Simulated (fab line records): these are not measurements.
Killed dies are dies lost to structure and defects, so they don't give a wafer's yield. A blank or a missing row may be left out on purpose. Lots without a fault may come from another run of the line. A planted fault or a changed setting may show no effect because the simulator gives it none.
Which tool was responsible? | flow sfq_line | 14 lots, 42 wafers sampled, at 1 step of a route of 325

## WHAT EACH GAUGE READ, for each wafer
The record lacks any reading of a measuring or inspecting step that a usual standard deviation could be used to judge.

## EACH LOT AND THE TOOL THAT RAN IT (in order: tool; ch and the chambers of the sampled wafers; start)
lot  | SFQ_TRILAYER_M0_LITHO_DEVELOP_023
L895 | litho_track-04 ch 0, day 7 12:29
L900 | litho_track-01 ch 0, day 8 14:51
L901 | litho_track-01 ch 0, day 8 23:17
L902 | litho_track-01 ch 0, day 9 10:03
L903 | litho_track-01 ch 0, day 9 23:18
L906 | litho_track-03 ch 0, day 10 16:03
L910 | litho_track-01, day 11 15:36
L911 | litho_track-03, day 11 20:26
L912 | litho_track-03 ch 0, day 12 08:21
L913 | litho_track-03 ch 0, day 12 14:16
L914 | litho_track-04 ch 0, day 12 19:04
L915 | litho_track-03 ch 0, day 13 04:41
L916 | litho_track-03 ch 0, day 13 08:16
L918 | litho_track-03 ch 0, day 13 23:53
- SFQ_TRILAYER_M0_LITHO_DEVELOP_023: time 60 s.

## AS READ BY THE TOOLS THEMSELVES (means over the sampled wafers that have a number; for cases with no such wafer, the mark the record gives instead)
SFQ_TRILAYER_M0_LITHO_DEVELOP_023. Usual: chill_plate_temp_C 23.01 C, standard deviation 0.12; exhaust_pa 45.0 Pa, standard deviation 0.87.
lot  | tool           | chill_plate_temp_C (C) | exhaust_pa (Pa) | flag
L895 | litho_track-04 | 22.89                  | 46.0            |
L900 | litho_track-01 | 22.91                  | 44.6            |
L901 | litho_track-01 | 22.90                  | 43.9            |
L902 | litho_track-01 | 23.24                  | 44.9            |
L903 | litho_track-01 | 23.01                  | 44.1            |
L906 | litho_track-03 | 22.98                  | 43.4            |
L910 | litho_track-01 | -                      | -               | OFF
L911 | litho_track-03 | -                      | -               | OFF
L912 | litho_track-03 | 23.03                  | 45.4            |
L913 | litho_track-03 | 22.94                  | 44.7            |
L914 | litho_track-04 | 22.97                  | 46.0            |
L915 | litho_track-03 | 22.97                  | 45.0            |
L916 | litho_track-03 | 22.95                  | 45.8            |
L918 | litho_track-03 | 22.99                  | 46.5            |

## THE ANSWER, worked out from the rows above alone
Rule: a lot is off if the mean of its wafers that have a number lies more than 3 standard deviations from the usual mean. Also off: a lot with no number at a reading for which 4 or more lots have one. All remaining lots with rows at the step are treated as sound. Order of review: gauges by route order, followed by the tools' own readings, for which a lot's mean as printed above is used. At the first step where some lot is off, the reading lying furthest off is the one used; lots without a number count as furthest.
Off: L910, L911, at SFQ_TRILAYER_M0_LITHO_DEVELOP_023 (chill_plate_temp_C). Without a number there: L910, L911.
If a tool, at that step or one of the process steps before it, ran each lot that is off and ran no sound lot following the first of them, it fits. None of those tried fits.

## WHAT HAD BEEN PUT IN BY THE SIMULATOR
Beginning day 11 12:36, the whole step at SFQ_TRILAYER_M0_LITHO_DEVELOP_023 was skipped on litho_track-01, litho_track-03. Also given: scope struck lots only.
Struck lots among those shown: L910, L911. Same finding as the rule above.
